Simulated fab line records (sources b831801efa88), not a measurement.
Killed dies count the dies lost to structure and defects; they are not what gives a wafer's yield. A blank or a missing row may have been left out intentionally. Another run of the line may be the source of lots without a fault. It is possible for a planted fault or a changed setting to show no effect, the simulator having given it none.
One fault through the eyes of 2 desks :: flow sky130 :: only its own numbers are on each desk; what lay behind them is given at the end

FROM THE METROLOGY DESK
Lot by lot, what the gauges showed, no matter which tool ran the lot: averages of those sampled wafers that carry a number. A lot is out of limits, marked OUT, if its mean lies more than 4 standard deviations from the usual mean; the brackets give that distance.
Columns: A = FIELD_ISO_OXIDATION_01_THK at SKY_FIELD_ISO_THK_MEAS_23, usual 9.96 nm; B = PWDE_OVL at SKY_PWDE_OVL_MEAS_07, usual 0.0 nm; C = NWELL_2_TW at SKY_NWELL_TW_MEAS_26, usual 496
lot: L249
first seen here: day 2 10:09
A: 10.23
B: 0.3
C: 495

lot: L250
first seen here: day 2 13:07
A: 9.89
B: -0.1
C: 498

lot: L251
first seen here: day 2 17:00
A: 9.98
B: 2.5
C: 500

lot: L252
first seen here: day 2 23:41
A: 9.91
B: -0.6
C: 489

lot: L253
first seen here: day 3 03:45
A: 9.80
B: -1.1
C: 488

lot: L254
first seen here: day 3 11:13
A: 9.96
B: -0.6
C: 495

lot: L255
first seen here: day 3 14:05
A: 10.01
B: 1.4
C: 498

lot: L256
first seen here: day 3 21:37
A: 9.98
B: -0.1
C: 501

lot: L260
first seen here: day 4 17:34
A: 9.82
B: -1.9
C: 497

lot: L263
first seen here: day 5 08:31
A: 9.77
B: -2.1
C: 487

lot: L265
first seen here: day 5 20:04
A: 9.83
B: -0.8
C: 498

lot: L266
first seen here: day 6 02:34
A: 10.09
B: -
C: 550 (+9.5) OUT

lot: L267
first seen here: day 6 05:27
A: 9.93
B: -
C: 559 (+11) OUT

lot: L269
first seen here: day 6 15:25
A: 10.19
B: -0.6
C: 504
This desk reports L266, L267 out of limits; the earliest was L266 at day 9 18:57 (NWELL_2_TW at SKY_NWELL_TW_MEAS_26). L249, L250, L251, L252, L253, L254, L255, L256, L260, L263, L265, L269: within limits.

DESK OF THE TOOL OWNER: litho track-04
The tool's own readings at SKY_PWDE_COAT_02 (resist thk 3059 nm): means of the sampled wafers that have a number, for each lot that ran on this tool. A lot is out of limits, marked OUT, if its mean lies more than 4 standard deviations from the usual mean; the brackets give that distance.
Columns: A = chill plate temp C at SKY_PWDE_COAT_02, usual 22.98 C; B = dispense pressure kPa at SKY_PWDE_COAT_02, usual 52.0 kPa; C = spin speed rpm at SKY_PWDE_COAT_02, usual 2000.0 rpm
lot: L252
first seen here: day 4 04:35
A: 23.06
B: 52.9
C: 1999.9

lot: L254
first seen here: day 4 17:06
A: 23.07
B: 52.9
C: 2000.5

lot: L255
first seen here: day 4 20:05
A: 23.05
B: 52.9
C: 2000.0
Result from this desk: across the 3 lots, nothing is out of limits.

ALL TOGETHER
The metrology desk could have raised an alarm at day 9 18:57, on L266, L267.
Nothing out of limits was seen by the tool owner's desk.
The tool owner's desk has no number on record for L266, L267.
All the named lots went through SKY_PWDE_COAT_02 on litho track-04.

WHAT HAD BEEN PUT IN BY THE SIMULATOR
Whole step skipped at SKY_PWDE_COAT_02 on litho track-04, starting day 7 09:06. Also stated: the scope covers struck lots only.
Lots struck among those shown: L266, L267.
Time in hours between the start of the fault and the first out-of-limits reading at each desk: metrology desk, 58.
